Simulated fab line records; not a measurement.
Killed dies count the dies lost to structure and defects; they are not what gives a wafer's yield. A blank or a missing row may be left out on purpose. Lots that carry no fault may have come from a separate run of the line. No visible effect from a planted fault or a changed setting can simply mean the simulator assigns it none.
Which tool is to blame? :: flow gf180mcu :: Sampling: 10 lots, 30 wafers, 2 of 602 route steps

== WHAT THE GAUGES READ, wafer by wafer ==
GF_LVPWELL_OVL_MEAS_07.
lot: L818
measured: day 3 20:46
on: overlay-02
LVPWELL_OVL (nm): -0.7 -0.4 -1.4

lot: L819
measured: day 4 02:25
on: overlay-01
LVPWELL_OVL (nm): -2.0 -2.8 -2.6

lot: L823
measured: day 4 22:43
on: overlay-02
LVPWELL_OVL (nm): -1.1 0.2 0.1

lot: L828
measured: day 6 06:40
on: overlay-02
LVPWELL_OVL (nm): 203.8 205.0 204.7

lot: L829
measured: day 6 10:43
on: overlay-02
LVPWELL_OVL (nm): 205.5 205.4 207.1

lot: L833
measured: day 7 09:49
on: overlay-01
LVPWELL_OVL (nm): 0.9 -0.5 -1.2

lot: L836
measured: day 8 04:08
on: overlay-02
LVPWELL_OVL (nm): -1.5 -0.7 -1.9

lot: L837
measured: day 8 09:53
on: overlay-02
LVPWELL_OVL (nm): 2.2 0.7 2.0

lot: L838
measured: day 8 16:27
on: overlay-02
LVPWELL_OVL (nm): 0.6 0.6 0.9

lot: L839
measured: day 8 19:46
on: overlay-01
LVPWELL_OVL (nm): -1.4 0.0 -1.0

== WHAT TOOL EACH LOT RAN ON (gives the tool, then ch and the chambers of the sampled wafers, and finally the start) ==
lot: L818
GF_LVPWELL_EXPOSE_04: iline_stepper-01 ch 0, day 3 15:24

lot: L819
GF_LVPWELL_EXPOSE_04: iline_stepper-02 ch 0, day 3 20:11

lot: L823
GF_LVPWELL_EXPOSE_04: iline_stepper-02 ch 0, day 4 16:10

lot: L828
GF_LVPWELL_EXPOSE_04: iline_stepper-02 ch 0, day 5 23:08

lot: L829
GF_LVPWELL_EXPOSE_04: iline_stepper-02 ch 0, day 6 03:50

lot: L833
GF_LVPWELL_EXPOSE_04: iline_stepper-01 ch 0, day 7 02:08

lot: L836
GF_LVPWELL_EXPOSE_04: iline_stepper-01 ch 0, day 7 20:06

lot: L837
GF_LVPWELL_EXPOSE_04: iline_stepper-01 ch 0, day 8 01:33

lot: L838
GF_LVPWELL_EXPOSE_04: iline_stepper-01 ch 0, day 8 08:14

lot: L839
GF_LVPWELL_EXPOSE_04: iline_stepper-01 ch 0, day 8 11:58
- GF_LVPWELL_EXPOSE_04: exposes mask LVPWELL, target cd 600 nm.

== THE ANSWER, worked out from the rows above alone ==
Rule: usual is defined by the lots themselves. Put in order of their means at a reading, lots are off if they are a third of the lots or fewer, leave a main group of 4 or more, and stand apart from it by a gap of 3 or more times the standard deviation of the main group's means; of several such gaps the widest counts. If all means in a main group match to the digits the tables above print for the reading, that group is not used. Also off: a lot with no number at a reading for which 4 or more lots have one. The other lots that the step has rows for count as sound.
Off: L828, L829, at GF_LVPWELL_OVL_MEAS_07 (LVPWELL_OVL). Main group: mean -0.5 nm, sd 1.2.
If a tool, at a process step before that reading, ran all the lots that are off and no sound lot after the first of them, it fits. Gauges at GF_LVPWELL_OVL_MEAS_07: tried the same way as those tools. One fits: GF_LVPWELL_EXPOSE_04 on iline_stepper-02. A fault onset in the window from L823 (day 4 16:10, its last sound lot) to L828 (day 5 23:08, its first lot off) fits.

== WHAT THE SIMULATOR HAD PUT IN ==
Scanner matching overlay: iline_stepper-02, from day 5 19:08 on, at GF_LVPWELL_EXPOSE_04. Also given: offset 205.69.
Lots struck among those shown: L828, L829. The rule above reached the same finding.
